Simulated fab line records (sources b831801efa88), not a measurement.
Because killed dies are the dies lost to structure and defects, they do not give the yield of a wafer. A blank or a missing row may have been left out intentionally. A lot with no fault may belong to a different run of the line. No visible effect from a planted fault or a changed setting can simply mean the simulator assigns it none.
fab line records | flow gf180mcu
record: lots: 13 | wafers: 39 | last-day: 34
route steps=602 shown MVPSD@86 SAB@275 CONTACT@292
lots that met no fault: from a run of the same line without faults
start-h: start of the lot's first displayed wafer, in hours after the record's first day | wait-h: time in hours since the lot's previous step | " repeats the value in the row above | L1.1+2: one row covering several wafers at once | - no value present, or no start provided | * or withheld: withheld | < > ~ a bound
route shown NAME@n: NAME is a module with steps in the file, n the number in the route of the first one | usual: mean/standard deviation of fault-free wafers | same: alike in all rows | chamber/n: place in a boat | sites: each site's reading | _std_site: standard deviation of those values | _edge_site: outer sites' mean less inner sites' | radius-mm: for every site, how far away it sits from the centre of the wafer | mask NAME#n: copy n | behind: tool/chamber where the wafer was last shaped | hold: why the lot was held/for how many hours/how that ended | device: transistor that didn't switch, given as n, p or np | end of line: the route-end tests of the same wafers | a step without rows: its recipe alone | killed: dies that structure and defects cost at the first sort, which is not the same as the wafer's yield | map: dies across one wafer; x = killed, . = not, _ = none there
set.NAME: setting as actually run; set.NAME@STEP: the setting as run at that earlier step | model.NAME: the simulator's own value behind a step, which no gauge read
the route's steps for a sample of lots (tables are steps, rows are wafers)
services: from which hour (start-h, from the record's first day; less than 0 if before it) a tool's chamber was out of use, for how many hours, and why
== steps ==
step: GF_MVPSD_IMPLANT_08
recipe: species: B | energy-kev: 170 | dose-cm2: 1.5e+13 | tilt-deg: 0
usual: dose-ions-cm2: 1.4997e+13/1.7e+10 | faraday-current-uA: 84.6/1.7
same: implant-ion-amu: 11
lot.wafer | tool         | chamber | start-h | wait-h | dose-ions-cm2 | faraday-current-uA
L338.1    | implanter-02 | 0       | 108.28  | 0.0    | 1.4961e+13    | 85.5
L338.3    | "            | 0       | "       | "      | 1.4999e+13    | 85.1
L338.5    | "            | 0       | "       | "      | 1.5028e+13    | 87.0
L339.4    | implanter-01 | 0       | 113.04  | 0.1    | 1.5022e+13    | 84.5
L339.5    | "            | 0       | "       | "      | 1.4991e+13    | 85.5
L339.6    | "            | 0       | "       | "      | 1.499e+13     | 85.8
L341.1    | implanter-04 | 0       | 127.01  | 0.0    | 1.4996e+13    | 82.4
L341.4    | "            | 0       | "       | "      | 1.4972e+13    | 85.8
L341.6    | "            | 0       | "       | "      | 1.4984e+13    | 85.6
L343.2    | implanter-02 | 0       | 139.06  | 0.0    | 1.5004e+13    | 84.7
L343.3    | "            | 0       | "       | "      | 1.5009e+13    | 83.9
L343.5    | "            | 0       | "       | "      | 1.4996e+13    | 83.4
L348.3    | implanter-01 | 0       | 170.11  | 0.1    | 3.723e+12     | 21.5
L348.4    | "            | 0       | "       | "      | 3.715e+12     | 21.6
L348.5    | "            | 0       | "       | "      | 3.732e+12     | 20.6
L349.4    | implanter-01 | 0       | 175.28  | 0.1    | 3.732e+12     | 20.8
L349.5    | "            | 0       | "       | "      | 3.739e+12     | 20.7
L349.6    | "            | 0       | "       | "      | 3.712e+12     | 20.9
L352.3    | implanter-02 | 0       | 192.96  | 0.1    | 1.5026e+13    | 86.7
L352.4    | "            | 0       | "       | "      | 1.501e+13     | 85.0
L352.6    | "            | 0       | "       | "      | 1.5019e+13    | 84.8
L353.1    | implanter-02 | 0       | 199.63  | 0.0    | 1.4986e+13    | 81.8
L353.4    | "            | 0       | "       | "      | 1.5002e+13    | 87.7
L353.5    | "            | 0       | "       | "      | 1.4999e+13    | 82.6
L354.2    | implanter-02 | 0       | 203.49  | 0.0    | 1.5026e+13    | 86.5
L354.3    | "            | 0       | "       | "      | 1.5008e+13    | 82.7
L354.4    | "            | 0       | "       | "      | 1.4996e+13    | 83.3
L355.3    | implanter-02 | 0       | 210.08  | 0.1    | 1.5008e+13    | 85.1
L355.4    | "            | 0       | "       | "      | 1.4983e+13    | 82.1
L355.5    | "            | 0       | "       | "      | 1.5011e+13    | 87.5
L357.1    | implanter-04 | 0       | 223.01  | 0.0    | 1.4991e+13    | 82.6
L357.3    | "            | 0       | "       | "      | 1.4977e+13    | 84.7
L357.5    | "            | 0       | "       | "      | 1.4983e+13    | 84.1
L358.1    | implanter-04 | 0       | 228.83  | 0.0    | 1.4982e+13    | 84.1
L358.2    | "            | 0       | "       | "      | 1.4982e+13    | 83.6
L358.6    | "            | 0       | "       | "      | 1.5006e+13    | 84.1
L359.1    | implanter-02 | 0       | 234.76  | 0.0    | 1.5006e+13    | 87.8
L359.2    | "            | 0       | "       | "      | 1.5026e+13    | 83.2
L359.3    | "            | 0       | "       | "      | 1.5021e+13    | 84.8
step: GF_MVPSD_TW_MEAS_11
usual: MVPSD_TW: 558.8/2.7
lot.wafer | tool          | chamber | start-h | wait-h | MVPSD_TW
L338.1    | film-metro-02 | -       | 108.68  | 0.1    | 563.2
L338.3    | "             | -       | "       | "      | 560.7
L338.5    | "             | -       | "       | "      | 559.2
L339.4    | film-metro-03 | -       | 113.39  | 0.1    | 558.9
L339.5    | "             | -       | "       | "      | 559.1
L339.6    | "             | -       | "       | "      | 557.3
L341.1    | film-metro-03 | -       | 127.41  | 0.1    | 560.9
L341.4    | "             | -       | "       | "      | 564.0
L341.6    | "             | -       | "       | "      | 562.2
L343.2    | film-metro-01 | -       | 139.44  | 0.1    | 556.0
L343.3    | "             | -       | "       | "      | 554.5
L343.5    | "             | -       | "       | "      | 553.7
L348.3    | film-metro-03 | -       | 170.48  | 0.1    | 413.7
L348.4    | "             | -       | "       | "      | 413.3
L348.5    | "             | -       | "       | "      | 412.1
L349.4    | film-metro-03 | -       | 175.64  | 0.1    | 413.3
L349.5    | "             | -       | "       | "      | 414.4
L349.6    | "             | -       | "       | "      | 411.8
L352.3    | film-metro-01 | -       | 193.33  | 0.1    | 552.2
L352.4    | "             | -       | "       | "      | 554.4
L352.6    | "             | -       | "       | "      | 553.7
L353.1    | film-metro-03 | -       | 200.03  | 0.1    | 558.7
L353.4    | "             | -       | "       | "      | 562.6
L353.5    | "             | -       | "       | "      | 559.3
L354.2    | film-metro-03 | -       | 203.87  | 0.1    | 561.6
L354.3    | "             | -       | "       | "      | 561.8
L354.4    | "             | -       | "       | "      | 562.6
L355.3    | film-metro-03 | -       | 210.45  | 0.1    | 559.1
L355.4    | "             | -       | "       | "      | 560.1
L355.5    | "             | -       | "       | "      | 561.3
L357.1    | film-metro-01 | -       | 223.41  | 0.1    | 560.5
L357.3    | "             | -       | "       | "      | 556.0
L357.5    | "             | -       | "       | "      | 560.3
L358.1    | film-metro-02 | -       | 229.23  | 0.1    | 560.1
L358.2    | "             | -       | "       | "      | 564.1
L358.6    | "             | -       | "       | "      | 562.8
L359.1    | film-metro-03 | -       | 235.16  | 0.1    | 561.1
L359.2    | "             | -       | "       | "      | 557.0
L359.3    | "             | -       | "       | "      | 559.4
step: GF_VT_IMPLANT_RS_MEAS_49
recipe: thk-meas-gauge: four-point-probe
usual: MVPSD_RS: 1168/3.7
lot.wafer | tool          | chamber | start-h | wait-h | MVPSD_RS[ohm/sq]
L338.1    | film-metro-02 | -       | 171.18  | 0.1    | 1166
L338.3    | "             | -       | "       | "      | 1167
L338.5    | "             | -       | "       | "      | 1168
L339.4    | film-metro-02 | -       | 177.04  | 0.1    | 1168
L339.5    | "             | -       | "       | "      | 1169
L339.6    | "             | -       | "       | "      | 1172
L341.1    | film-metro-03 | -       | 192.21  | 0.1    | 1169
L341.4    | "             | -       | "       | "      | 1170
L341.6    | "             | -       | "       | "      | 1166
L343.2    | film-metro-02 | -       | 205.93  | 0.1    | 1169
L343.3    | "             | -       | "       | "      | 1169
L343.5    | "             | -       | "       | "      | 1167
L348.3    | film-metro-01 | -       | 239.92  | 0.1    | 2211
L348.4    | "             | -       | "       | "      | 2217
L348.5    | "             | -       | "       | "      | 2211
L349.4    | film-metro-03 | -       | 245.19  | 0.1    | 2222
L349.5    | "             | -       | "       | "      | 2231
L349.6    | "             | -       | "       | "      | 2221
L352.3    | film-metro-02 | -       | 265.72  | 0.1    | 1174
L352.4    | "             | -       | "       | "      | 1175
L352.6    | "             | -       | "       | "      | 1174
L353.1    | film-metro-01 | -       | 273.63  | 0.1    | 1167
L353.4    | "             | -       | "       | "      | 1161
L353.5    | "             | -       | "       | "      | 1166
L354.2    | film-metro-02 | -       | 277.50  | 0.1    | 1165
L354.3    | "             | -       | "       | "      | 1168
L354.4    | "             | -       | "       | "      | 1167
L355.3    | film-metro-01 | -       | 284.25  | 0.1    | 1171
L355.4    | "             | -       | "       | "      | 1173
L355.5    | "             | -       | "       | "      | 1171
L357.1    | film-metro-03 | -       | 300.43  | 0.1    | 1165
L357.3    | "             | -       | "       | "      | 1168
L357.5    | "             | -       | "       | "      | 1167
L358.1    | film-metro-01 | -       | 305.98  | 0.1    | 1163
L358.2    | "             | -       | "       | "      | 1166
L358.6    | "             | -       | "       | "      | 1162
L359.1    | film-metro-02 | -       | 314.46  | 0.1    | 1175
L359.2    | "             | -       | "       | "      | 1173
L359.3    | "             | -       | "       | "      | 1174
step: GF_SAB_ETCH_11
recipe: chemistry: C4F8/O2/Ar | mask-material: NOVOLAK | target: SiO2 | target-depth-nm: 55 | source-w: 1500 | bias-w: 1200 | pressure-mtorr: 40 | c4f8-flow-sccm: withheld | O2_flow_sccm: 6 | Ar_flow_sccm: 300 | time-s: 8.5
usual: oes-product-au: 0.998/0.011
lot.wafer | tool        | chamber | start-h | wait-h | oes-product-au | rf-hours-counter-h
L338.1    | rie-diel-02 | 1       | 354.18  | 0.0    | 1.011          | 63
L338.3    | "           | 2       | "       | "      | 1.000          | 3
L338.5    | "           | 2       | "       | "      | 0.994          | -
L339.4    | rie-diel-03 | 2       | 361.81  | 0.0    | 0.982          | 24
L339.5    | "           | 0       | "       | "      | 1.007          | -
L339.6    | "           | 3       | "       | "      | 0.979          | -
L341.1    | rie-diel-01 | 1       | 385.18  | 0.0    | 1.003          | 76
L341.4    | "           | 3       | "       | "      | 1.010          | 54
L341.6    | "           | 1       | "       | "      | 1.011          | -
L343.2    | rie-diel-01 | 0       | 405.35  | 0.0    | 0.986          | 83
L343.3    | "           | 3       | "       | "      | 0.994          | 54
L343.5    | "           | 1       | "       | "      | 0.999          | -
L348.3    | rie-diel-03 | 2       | 443.93  | 0.0    | 1.003          | 26
L348.4    | "           | 3       | "       | "      | 0.988          | -
L348.5    | "           | 2       | "       | "      | 0.998          | -
L349.4    | rie-diel-01 | 3       | 449.01  | 0.0    | 0.998          | 55
L349.5    | "           | 2       | "       | "      | 1.000          | -
L349.6    | "           | 3       | "       | "      | 1.007          | -
L352.3    | rie-diel-01 | 2       | 475.92  | 0.0    | 0.997          | 47
L352.4    | "           | 1       | "       | "      | 1.011          | 79
L352.6    | "           | 0       | "       | "      | 0.999          | -
L353.1    | rie-diel-03 | 1       | 490.58  | 0.0    | 1.003          | 10
L353.4    | "           | 0       | "       | "      | 0.998          | 1
L353.5    | "           | 3       | "       | "      | 0.986          | -
L354.2    | rie-diel-03 | 2       | 492.65  | 0.0    | 0.997          | 27
L354.3    | "           | 3       | "       | "      | 0.983          | 9
L354.4    | "           | 1       | "       | "      | 1.005          | 10
L355.3    | rie-diel-03 | 0       | 499.98  | 0.0    | 0.996          | 1
L355.4    | "           | 1       | "       | "      | 0.994          | 10
L355.5    | "           | 3       | "       | "      | 0.989          | -
L357.1    | rie-diel-02 | 0       | 520.65  | 0.0    | 0.994          | 45
L357.3    | "           | 3       | "       | "      | 0.991          | 78
L357.5    | "           | 2       | "       | "      | 1.011          | -
L358.1    | rie-diel-02 | 0       | 526.61  | 0.0    | 0.971          | 45
L358.2    | "           | 2       | "       | "      | 0.986          | 7
L358.6    | "           | 2       | "       | "      | 0.983          | -
L359.1    | rie-diel-02 | 1       | 536.75  | 0.0    | 1.001          | 68
L359.2    | "           | 0       | "       | "      | 0.977          | 45
L359.3    | "           | 2       | "       | "      | 0.994          | 7
step: GF_CONTACT_BOW_MEAS_05
recipe: mode: bow
usual: CONTACT_BOW: 64/6.8
lot.wafer | tool          | chamber | start-h | wait-h | CONTACT_BOW[um]
L338.1    | film-metro-03 | -       | 355.70  | 0.1    | 71
L338.3    | "             | -       | "       | "      | 58
L338.5    | "             | -       | "       | "      | 64
L339.4    | film-metro-02 | -       | 363.41  | 0.2    | 61
L339.5    | "             | -       | "       | "      | 70
L339.6    | "             | -       | "       | "      | 67
L341.1    | film-metro-01 | -       | 386.58  | 0.1    | 71
L341.4    | "             | -       | "       | "      | 59
L341.6    | "             | -       | "       | "      | 74
L343.2    | film-metro-02 | -       | 406.78  | 0.2    | 72
L343.3    | "             | -       | "       | "      | 61
L343.5    | "             | -       | "       | "      | 68
L348.3    | film-metro-01 | -       | 445.41  | 0.3    | 55
L348.4    | "             | -       | "       | "      | 67
L348.5    | "             | -       | "       | "      | 50
L349.4    | film-metro-03 | -       | 450.49  | 0.3    | 71
L349.5    | "             | -       | "       | "      | 69
L349.6    | "             | -       | "       | "      | 69
L352.3    | film-metro-01 | -       | 477.36  | 0.3    | 63
L352.4    | "             | -       | "       | "      | 55
L352.6    | "             | -       | "       | "      | 44
L353.1    | film-metro-02 | -       | 492.00  | 0.2    | 63
L353.4    | "             | -       | "       | "      | 53
L353.5    | "             | -       | "       | "      | 59
L354.2    | film-metro-03 | -       | 494.09  | 0.1    | 62
L354.3    | "             | -       | "       | "      | 74
L354.4    | "             | -       | "       | "      | 68
L355.3    | film-metro-03 | -       | 501.45  | 0.3    | 60
L355.4    | "             | -       | "       | "      | 52
L355.5    | "             | -       | "       | "      | 64
L357.1    | film-metro-03 | -       | 522.05  | 0.1    | 64
L357.3    | "             | -       | "       | "      | 67
L357.5    | "             | -       | "       | "      | 68
L358.1    | film-metro-03 | -       | 528.02  | 0.1    | 61
L358.2    | "             | -       | "       | "      | 58
L358.6    | "             | -       | "       | "      | 51
L359.1    | film-metro-02 | -       | 538.14  | 0.2    | 71
L359.2    | "             | -       | "       | "      | 64
L359.3    | "             | -       | "       | "      | 70
step: GF_CONTACT_OVL_MEAS_15
usual: CONTACT_OVL: -1/5.4
lot.wafer | tool       | chamber | start-h | wait-h | CONTACT_OVL[nm]
L338.1    | overlay-02 | -       | 377.99  | 0.1    | -2
L338.3    | "          | -       | "       | "      | 3
L338.5    | "          | -       | "       | "      | -2
L339.4    | overlay-01 | -       | 386.93  | 0.1    | -1
L339.5    | "          | -       | "       | "      | 1
L339.6    | "          | -       | "       | "      | 4
L341.1    | overlay-01 | -       | 412.14  | 0.1    | -2
L341.4    | "          | -       | "       | "      | 7
L341.6    | "          | -       | "       | "      | 4
L343.2    | overlay-02 | -       | 431.07  | 0.1    | 4
L343.3    | "          | -       | "       | "      | 3
L343.5    | "          | -       | "       | "      | 2
L348.3    | overlay-02 | -       | 469.47  | 0.1    | 3
L348.4    | "          | -       | "       | "      | 12
L348.5    | "          | -       | "       | "      | 1
L349.4    | overlay-01 | -       | 474.83  | 0.1    | -8
L349.5    | "          | -       | "       | "      | 8
L349.6    | "          | -       | "       | "      | -6
L352.3    | overlay-01 | -       | 501.25  | 0.1    | 2
L352.4    | "          | -       | "       | "      | -3
L352.6    | "          | -       | "       | "      | -3
L353.1    | overlay-02 | -       | 516.31  | 0.1    | 5
L353.4    | "          | -       | "       | "      | -3
L353.5    | "          | -       | "       | "      | 9
L354.2    | overlay-02 | -       | 517.50  | 0.1    | -5
L354.3    | "          | -       | "       | "      | 7
L354.4    | "          | -       | "       | "      | -3
L355.3    | overlay-01 | -       | 524.55  | 0.1    | 10
L355.4    | "          | -       | "       | "      | -3
L355.5    | "          | -       | "       | "      | 2
L357.1    | overlay-02 | -       | 544.56  | 0.1    | -5
L357.3    | "          | -       | "       | "      | -5
L357.5    | "          | -       | "       | "      | 0
L358.1    | overlay-02 | -       | 550.64  | 0.1    | -5
L358.2    | "          | -       | "       | "      | -4
L358.6    | "          | -       | "       | "      | -4
L359.1    | overlay-02 | -       | 560.36  | 0.1    | -7
L359.2    | "          | -       | "       | "      | -3
L359.3    | "          | -       | "       | "      | -6
== services ==
tool         | chamber | start-h | hours | kind
rie-diel-03  | 0       | 110.25  | 4.8   | repair
implanter-01 | -       | 121.44  | 5.0   | pm
implanter-01 | -       | 150.26  | 2.9   | repair
implanter-04 | -       | 162.76  | 25.3  | pm
rie-diel-03  | -       | 178.08  | 2.8   | pm
rie-diel-01  | -       | 189.82  | 0.5   | repair
rie-diel-03  | 2       | 198.21  | 4.0   | repair
rie-diel-03  | 0       | 202.46  | 3.7   | repair
rie-diel-01  | -       | 206.32  | 0.7   | repair
rie-diel-03  | 0       | 217.71  | 8.1   | repair
implanter-02 | -       | 230.71  | 2.2   | repair
rie-diel-03  | -       | 232.20  | 3.6   | repair
rie-diel-01  | 1       | 249.10  | 5.9   | repair
rie-diel-03  | 1       | 264.97  | 4.1   | repair
rie-diel-01  | -       | 294.11  | 0.5   | repair
rie-diel-01  | 0       | 310.78  | 3.9   | repair
rie-diel-02  | -       | 325.86  | 0.3   | repair
rie-diel-01  | -       | 346.72  | 0.7   | repair
rie-diel-03  | 1       | 401.03  | 1.5   | repair
rie-diel-03  | -       | 423.89  | 0.3   | repair
rie-diel-03  | 0       | 440.00  | 7.2   | repair
implanter-02 | -       | 497.71  | 1.8   | repair
rie-diel-03  | 2       | 523.36  | 5.5   | repair
rie-diel-02  | 3       | 533.80  | 21.5  | repair
== key ==
first-sign: step: GF_MVPSD_IMPLANT_08 | reading: dose-ions-cm2 | direction: down | sigmas: 99+ | usual: 1.4997e+13 | struck: 3.725e+12
effect: step: GF_MVPSD_IMPLANT_08 | reading: faraday-current-uA | direction: down | sigmas: 38 | usual: 84.6 | struck: 21.0
effect: step: GF_MVPSD_TW_MEAS_11 | reading: MVPSD_TW | direction: down | sigmas: 55 | usual: 558.8 | struck: 413.1
effect: step: GF_VT_IMPLANT_RS_MEAS_49 | reading: MVPSD_RS | direction: up | sigmas: 99+ | usual: 1168 | struck: 2219
met-at GF_MVPSD_IMPLANT_08
struck-lots L348,L349
tester-left-out L348,L349
not-acting-at GF_SAB_ETCH_11,GF_CONTACT_BOW_MEAS_05,GF_CONTACT_OVL_MEAS_15
onset-between 113.04 170.11
fault: kind: process-parameter-drift | tool: implanter-01 | chamber: - | onset-h: 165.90 | steps: GF_MVPSD_IMPLANT_08 | channel: dose-cm2 | offset: -1.1275e+13 | shape: step | end-h: 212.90 | acts-in: these-recipes-only | stated: 1.5e+13
tester-left-out: of these lots the tester's yield and bins aren't shown, on N5 and GAA mostly nor the transistor test; their killed dies are dies lost to structure and defects alone, not to doping, threshold or leakage, so they don't give the yield
